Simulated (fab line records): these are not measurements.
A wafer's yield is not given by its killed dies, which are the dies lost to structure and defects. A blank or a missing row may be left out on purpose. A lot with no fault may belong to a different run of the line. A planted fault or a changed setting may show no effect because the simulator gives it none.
fab line records    flow gf180mcu
record lots=14  wafers=42  last-day=34
route steps=602 shown HV_LDD@212 PSD@255 SAB@265
lots that met no fault: taken from a fault-free run of the same line
start-h: the number of hours between the record's first day and the start of the first shown wafer of the lot    wait-h: hours since the lot's step before    " same as the row above    L1.1+2: one row covering several wafers at once    - value missing, or start not given    * or withheld: withheld    < > ~ a bound
route shown NAME@n: names a module that has steps shown in the file, with the first one's number in the route    usual: average and standard deviation across the fault-free wafers    same: alike in all rows    chamber/n: place in a boat    sites: the reading at each site    _std_site: the values' standard deviation    _edge_site: inner sites' mean taken away from outer sites' mean    radius-mm: how far each site lies from the wafer's centre    mask NAME#n: copy n    behind: tool/chamber where the wafer was last shaped    hold: why the lot went on hold/how many hours it stayed there/how the hold came to an end    device: which transistor (n, p or np) failed to switch    end of line: at the end of the route, the tests of the same wafers    where a step has no rows: the recipe by itself    killed: the dies lost at the first sort to structure and to defects; this is not the yield of the wafer    map: the dies of a wafer, with x for killed, . for not killed, _ for no die there
set.NAME: the setting as run; set.NAME@STEP: as run at that earlier step    model.NAME: the simulator's own value behind a step, which no gauge read
the route's steps for a sample of lots (tables are steps, rows are wafers)
services: a tool's chamber out of use, with start hour (start-h, from the record's first day; less than 0 if before it), hours out, and reason
## steps
# step GF_HV_LDD_IMPLANT_36
# recipe species=P  energy-kev=60  dose-cm2=7.5e+12  tilt-deg=30  rotation-deg=270
# usual beam-energy-keV=60.002/0.019  beam-on-s=10.00/0.21
lot.wafer  tool          chamber  start-h  wait-h  beam-energy-keV  beam-on-s
L538.1     implanter-03  0        259.02   0.1     60.020           10.35
L538.3     "             0        "        "       60.000           9.65
L538.6     "             0        "        "       60.007           10.11
L539.1     implanter-03  0        268.39   0.1     59.977           10.14
L539.2     "             0        "        "       59.982           10.29
L539.4     "             0        "        "       59.979           10.24
L540.1     implanter-03  0        271.24   0.1     59.976           9.93
L540.2     "             0        "        "       59.979           9.89
L540.3     "             0        "        "       60.004           9.68
L541.4     implanter-03  0        286.57   0.1     59.985           9.74
L541.5     "             0        "        "       60.001           9.89
L541.6     "             0        "        "       59.967           10.15
L543.3     implanter-02  0        292.52   0.1     60.038           9.85
L543.4     "             0        "        "       60.030           10.03
L543.5     "             0        "        "       60.023           10.26
L545.1     implanter-02  0        311.62   0.1     59.982           10.09
L545.2     "             0        "        "       59.967           10.41
L545.4     "             0        "        "       60.001           9.87
L547.1     implanter-02  -        323.84   0.1     -                -
L547.2     "             -        "        "       -                -
L547.6     "             -        "        "       -                -
L548.1     implanter-03  -        331.62   0.1     -                -
L548.2     "             -        "        "       -                -
L548.4     "             -        "        "       -                -
L556.4     implanter-03  0        397.78   0.1     60.039           10.02
L556.5     "             0        "        "       60.027           9.43
L556.6     "             0        "        "       60.015           9.84
L557.1     implanter-03  0        405.37   0.1     60.000           10.14
L557.2     "             0        "        "       60.020           10.26
L557.3     "             0        "        "       59.996           10.06
L558.1     implanter-02  0        406.99   0.1     59.964           10.00
L558.4     "             0        "        "       59.977           10.08
L558.5     "             0        "        "       59.977           9.59
L559.4     implanter-03  0        415.41   0.1     60.011           9.98
L559.5     "             0        "        "       59.999           10.31
L559.6     "             0        "        "       59.976           9.81
L560.2     implanter-04  0        424.36   0.1     59.999           10.22
L560.4     "             0        "        "       60.009           10.25
L560.6     "             0        "        "       59.996           10.19
L561.1     implanter-03  0        432.72   0.1     60.013           9.77
L561.5     "             0        "        "       60.001           10.16
L561.6     "             0        "        "       60.007           9.60
# step GF_HV_LDD_TW_MEAS_38
# usual HV_LDD_3_TW=1439/7.2
lot.wafer  tool           chamber  start-h  wait-h  HV_LDD_3_TW
L538.1     film-metro-04  -        259.27   0.1     1445
L538.3     "              -        "        "       1440
L538.6     "              -        "        "       1438
L539.1     film-metro-03  -        268.64   0.1     1454
L539.2     "              -        "        "       1454
L539.4     "              -        "        "       1446
L540.1     film-metro-01  -        271.49   0.1     1444
L540.2     "              -        "        "       1442
L540.3     "              -        "        "       1442
L541.4     film-metro-04  -        286.77   0.1     1432
L541.5     "              -        "        "       1439
L541.6     "              -        "        "       1438
L543.3     film-metro-04  -        292.74   0.1     1425
L543.4     "              -        "        "       1432
L543.5     "              -        "        "       1425
L545.1     film-metro-04  -        311.87   0.1     1423
L545.2     "              -        "        "       1426
L545.4     "              -        "        "       1423
L547.1     film-metro-03  -        324.09   0.1     1312
L547.2     "              -        "        "       1311
L547.6     "              -        "        "       1311
L548.1     film-metro-04  -        331.87   0.1     1315
L548.2     "              -        "        "       1324
L548.4     "              -        "        "       1319
L556.4     film-metro-04  -        397.99   0.1     1441
L556.5     "              -        "        "       1438
L556.6     "              -        "        "       1441
L557.1     film-metro-01  -        405.62   0.1     1438
L557.2     "              -        "        "       1436
L557.3     "              -        "        "       1437
L558.1     film-metro-04  -        407.24   0.1     1439
L558.4     "              -        "        "       1447
L558.5     "              -        "        "       1442
L559.4     film-metro-03  -        415.62   0.1     1448
L559.5     "              -        "        "       1443
L559.6     "              -        "        "       1437
L560.2     film-metro-01  -        424.60   0.1     1444
L560.4     "              -        "        "       1439
L560.6     "              -        "        "       1452
L561.1     film-metro-04  -        432.97   0.1     1427
L561.5     "              -        "        "       1431
L561.6     "              -        "        "       1429
# step GF_HV_LDD_RS_MEAS_53
# recipe thk-meas-gauge=four-point-probe
# usual HV_LDD_RS=418.6/1
lot.wafer  tool           chamber  start-h  wait-h  HV_LDD_RS[ohm/sq]
L538.1     film-metro-03  -        279.42   0.1     420.4
L538.3     "              -        "        "       420.1
L538.6     "              -        "        "       420.4
L539.1     film-metro-04  -        289.45   0.1     419.4
L539.2     "              -        "        "       419.0
L539.4     "              -        "        "       419.8
L540.1     film-metro-04  -        291.32   0.1     419.5
L540.2     "              -        "        "       419.2
L540.3     "              -        "        "       418.8
L541.4     film-metro-01  -        306.56   0.1     419.4
L541.5     "              -        "        "       420.1
L541.6     "              -        "        "       421.2
L543.3     film-metro-04  -        313.63   0.1     417.5
L543.4     "              -        "        "       417.8
L543.5     "              -        "        "       417.8
L545.1     film-metro-03  -        332.64   0.1     419.8
L545.2     "              -        "        "       420.1
L545.4     "              -        "        "       419.8
L547.1     film-metro-01  -        345.70   0.1     441.8
L547.2     "              -        "        "       440.3
L547.6     "              -        "        "       440.9
L548.1     film-metro-01  -        353.49   0.1     439.4
L548.2     "              -        "        "       438.9
L548.4     "              -        "        "       439.6
L556.4     film-metro-03  -        420.98   0.1     418.9
L556.5     "              -        "        "       419.2
L556.6     "              -        "        "       418.8
L557.1     film-metro-04  -        429.75   0.1     417.7
L557.2     "              -        "        "       418.7
L557.3     "              -        "        "       419.4
L558.1     film-metro-04  -        431.95   0.1     418.1
L558.4     "              -        "        "       418.1
L558.5     "              -        "        "       418.1
L559.4     film-metro-01  -        440.26   0.1     416.8
L559.5     "              -        "        "       417.8
L559.6     "              -        "        "       416.8
L560.2     film-metro-04  -        449.82   0.1     418.6
L560.4     "              -        "        "       418.1
L560.6     "              -        "        "       418.8
L561.1     film-metro-04  -        457.36   0.1     418.7
L561.5     "              -        "        "       419.3
L561.6     "              -        "        "       418.4
# step GF_PSD_CD_MEAS_07
# recipe target-cd-nm=400
# usual cd-nm=400.5/1.9
lot.wafer  tool       chamber  start-h  wait-h  cd-nm
L538.1     cd-sem-01  -        322.56   0.1     402.1
L538.3     "          -        "        "       401.2
L538.6     "          -        "        "       400.8
L539.1     cd-sem-01  -        333.08   0.1     400.2
L539.2     "          -        "        "       398.0
L539.4     "          -        "        "       399.0
L540.1     cd-sem-01  -        336.23   0.1     396.5
L540.2     "          -        "        "       397.9
L540.3     "          -        "        "       397.7
L541.4     cd-sem-01  -        352.82   0.1     401.6
L541.5     "          -        "        "       398.3
L541.6     "          -        "        "       399.2
L543.3     cd-sem-02  -        359.52   0.1     397.4
L543.4     "          -        "        "       398.0
L543.5     "          -        "        "       401.2
L545.1     cd-sem-01  -        379.43   0.1     402.2
L545.2     "          -        "        "       400.6
L545.4     "          -        "        "       401.3
L556.4     cd-sem-02  -        471.81   0.1     403.1
L556.5     "          -        "        "       401.5
L556.6     "          -        "        "       402.3
L557.1     cd-sem-02  -        480.38   0.1     399.7
L557.2     "          -        "        "       399.0
L557.3     "          -        "        "       399.8
L558.1     cd-sem-01  -        483.43   0.1     400.0
L558.4     "          -        "        "       398.8
L558.5     "          -        "        "       402.3
L559.4     cd-sem-02  -        491.29   0.1     397.1
L559.5     "          -        "        "       399.9
L559.6     "          -        "        "       400.0
L560.2     cd-sem-01  -        500.50   0.1     400.6
L560.4     "          -        "        "       398.9
L560.6     "          -        "        "       401.4
L561.1     cd-sem-01  -        510.28   0.1     401.2
L561.5     "          -        "        "       399.7
L561.6     "          -        "        "       400.5
# step GF_SAB_THK_MEAS_01
# recipe reads=SiO2_of_SAB_CVD_00
# usual SAB_CVD_00_THK=49.3/0.67
lot.wafer  tool           chamber  start-h  wait-h  SAB_CVD_00_THK[nm]
L538.1     film-metro-01  -        323.42   0.0     47.9
L538.3     "              -        "        "       49.5
L538.6     "              -        "        "       49.7
L539.1     film-metro-03  -        333.94   0.0     49.5
L539.2     "              -        "        "       49.9
L539.4     "              -        "        "       50.8
L540.1     film-metro-02  -        337.09   0.0     49.6
L540.2     "              -        "        "       49.5
L540.3     "              -        "        "       49.9
L541.4     film-metro-03  -        353.65   0.0     49.4
L541.5     "              -        "        "       49.5
L541.6     "              -        "        "       48.9
L543.3     film-metro-01  -        360.37   0.0     48.9
L543.4     "              -        "        "       50.7
L543.5     "              -        "        "       49.4
L545.1     film-metro-01  -        380.29   0.0     50.2
L545.2     "              -        "        "       49.2
L545.4     "              -        "        "       50.5
L556.4     film-metro-02  -        472.84   0.0     49.7
L556.5     "              -        "        "       49.4
L556.6     "              -        "        "       48.8
L557.1     film-metro-03  -        481.29   0.0     49.0
L557.2     "              -        "        "       49.4
L557.3     "              -        "        "       48.4
L558.1     film-metro-01  -        484.29   0.0     48.6
L558.4     "              -        "        "       49.4
L558.5     "              -        "        "       49.9
L559.4     film-metro-03  -        492.12   0.0     49.8
L559.5     "              -        "        "       50.3
L559.6     "              -        "        "       49.1
L560.2     film-metro-02  -        501.35   0.0     48.4
L560.4     "              -        "        "       49.8
L560.6     "              -        "        "       50.1
L561.1     film-metro-02  -        511.14   0.0     48.9
L561.5     "              -        "        "       50.5
L561.6     "              -        "        "       50.2
# step GF_SAB_CD_MEAS_09
# recipe target-cd-nm=420
# usual cd-nm=419.9/2.1
lot.wafer  tool       chamber  start-h  wait-h  cd-nm
L538.1     cd-sem-01  -        344.50   0.1     424.0
L538.3     "          -        "        "       422.8
L538.6     "          -        "        "       422.7
L539.1     cd-sem-01  -        354.78   0.1     420.9
L539.2     "          -        "        "       422.4
L539.4     "          -        "        "       422.2
L540.1     cd-sem-02  -        358.58   0.1     419.3
L540.2     "          -        "        "       418.5
L540.3     "          -        "        "       420.0
L541.4     cd-sem-01  -        375.67   0.1     421.3
L541.5     "          -        "        "       421.3
L541.6     "          -        "        "       420.6
L543.3     cd-sem-01  -        382.50   0.1     415.7
L543.4     "          -        "        "       416.7
L543.5     "          -        "        "       418.2
L545.1     cd-sem-01  -        402.70   0.1     419.5
L545.2     "          -        "        "       421.2
L545.4     "          -        "        "       420.0
L556.4     cd-sem-01  -        496.49   0.1     420.1
L556.5     "          -        "        "       418.7
L556.6     "          -        "        "       418.4
L557.1     cd-sem-02  -        505.25   0.1     419.4
L557.2     "          -        "        "       420.8
L557.3     "          -        "        "       420.4
L558.1     cd-sem-01  -        507.83   0.1     422.4
L558.4     "          -        "        "       422.6
L558.5     "          -        "        "       419.9
L559.4     cd-sem-01  -        514.97   0.1     419.7
L559.5     "          -        "        "       420.9
L559.6     "          -        "        "       422.4
L560.2     cd-sem-02  -        524.22   0.1     415.7
L560.4     "          -        "        "       418.9
L560.6     "          -        "        "       417.4
L561.1     cd-sem-02  -        533.61   0.1     419.8
L561.5     "          -        "        "       418.4
L561.6     "          -        "        "       419.5
## services
tool          chamber  start-h  hours  kind
implanter-04  -        303.31   4.0    repair
implanter-04  -        320.00   4.6    pm
implanter-04  -        329.46   4.9    pm
implanter-03  -        335.59   1.6    repair
implanter-04  -        359.64   3.3    repair
implanter-02  -        386.10   8.2    repair
implanter-04  -        394.05   0.7    repair
implanter-04  -        400.23   4.9    repair
## key
first-sign step=GF_HV_LDD_IMPLANT_36  reading=tool-record  direction=missing
effect step=GF_HV_LDD_TW_MEAS_38  reading=HV_LDD_3_TW  direction=down  sigmas=17  usual=1439  struck=1315
effect step=GF_HV_LDD_RS_MEAS_53  reading=HV_LDD_RS  direction=up  sigmas=21  usual=418.6  struck=440.2
met-at GF_HV_LDD_IMPLANT_36
struck-lots L547,L548
later-rows-left-out L547.1,L547.2,L547.6,L548.1,L548.2,L548.4
sort-left-out L547.1,L547.2,L547.6,L548.1,L548.2,L548.4
tester-left-out L547,L548
not-acting-at GF_PSD_CD_MEAS_07,GF_SAB_THK_MEAS_01,GF_SAB_CD_MEAS_09
onset-between 311.62 323.84
fault kind=skipped-step-whole  tool=implanter-02,implanter-03  chamber=-  onset-h=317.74  steps=GF_HV_LDD_IMPLANT_36  scope=struck-lots-only
# tester-left-out: of these lots the tester's yield and bins aren't shown, on N5 and GAA mostly nor the transistor test; their killed dies are dies lost to structure and defects alone, not to doping, threshold or leakage, so they don't give the yield
# sort-left-out: the simulated sort isn't trusted on such a fault, so these wafers' sort isn't shown, and their yield isn't known
# later-rows-left-out: the simulator's readings of these wafers behind a module that went badly wrong aren't trusted and aren't shown, but for the sort
